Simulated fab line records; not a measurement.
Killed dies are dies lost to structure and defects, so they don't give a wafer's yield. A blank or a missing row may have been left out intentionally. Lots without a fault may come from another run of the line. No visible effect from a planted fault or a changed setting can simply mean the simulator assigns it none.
Comparing a struck lot with a sound one -- flow sky130 -- 14 out of 708 route steps
Sound: these wafers, L816.3, L816.4, L816.5. Wafers struck: L815.2, L815.3, L815.5. At the end, the cause is stated.
Per side, at each step with rows, come the tool, then ch with its chambers, and then its first start. Under that, the readings that differ: sound wafers -- struck wafers -- difference of the means -- sigmas: that difference in standard deviations of wafers without a fault.
alike: words and numbers the same on both sides, and readings whose means are apart by under 2 such deviations; not compared: readings that were withheld, readings missing a value for some wafer, numbers with overlapping values and no deviation given by the record, and bounds like >300 which may hide the same value.
Wherever a step has rows on one side only, a row that says differs or no value, or a row with sigmas, the two part there. Numbers that don't overlap but have no deviation are shown without sigmas and don't part them. Lack of a reading on every wafer of one side parts them only where that side has two or more wafers.

SKY_SD_N_RS_MEAS_17: uses a four-point probe to measure.
  sound on film_metro-04 at day 34 16:36; struck on film_metro-03 at day 34 06:17
  alike: SD_P_RS
SKY_SD_N_RS_MEAS_18: uses a four-point probe to measure.
  sound on film_metro-04 at day 34 16:43; struck on film_metro-03 at day 34 06:24
  alike: RES_XHIGH_RS
then, 2 steps without rows for these wafers: SKY_SALICIDE_CLEAN_00 (cleans in HF-last, time 30 s); SKY_LI_CONTACT_HDPCVD_00 (deposits PSG, target thk 930 nm, time 155 s).
SKY_LI_CONTACT_THK_MEAS_01:
  sound on film_metro-03 at day 34 16:56; struck on film_metro-01 at day 34 06:38
  alike: LI_CONTACT_HDPCVD_THK
SKY_LI_CONTACT_CMP_02: polishes PSG.
  sound on cmp-02 ch 0,3, day 34 16:59; struck on cmp-02 ch 0,2, day 34 06:41
  alike: motor_current_A, time_to_endpoint_s
SKY_LI_CONTACT_BOW_MEAS_03:
  sound on film_metro-03 at day 34 17:19; struck on film_metro-01 at day 34 07:00
  alike: LI_CONTACT_BOW
then, 5 steps without rows for these wafers: SKY_LI_CONTACT_DEHYDRATE_04 (time 60 s); SKY_LI_CONTACT_HMDS_05 (prime time 60 s); SKY_LI_CONTACT_COAT_06 (resist thk 60 nm); SKY_LI_CONTACT_COAT_07 (resist thk 450 nm); SKY_LI_CONTACT_SOFTBAKE_08 (time 90 s).
SKY_LI_CONTACT_EXPOSE_09: exposes mask LICM1, target cd 170 nm.
  struck on krf_scanner-01, day 34 20:38; sound on krf_scanner-02 ch 0, day 35 07:07
  no value came back on the struck wafers for exposure_dose_mJ_cm2, focus_offset_nm (nm); on the sound wafers exposure_dose_mJ_cm2 reads 37.95 37.88 37.96
  alike: mask
then, 1 step without rows for these wafers: SKY_LI_CONTACT_PEB_10.

## WHERE THEY PART
SKY_LI_CONTACT_EXPOSE_09 only, going by this record.

WHY: what had been put in by the simulator
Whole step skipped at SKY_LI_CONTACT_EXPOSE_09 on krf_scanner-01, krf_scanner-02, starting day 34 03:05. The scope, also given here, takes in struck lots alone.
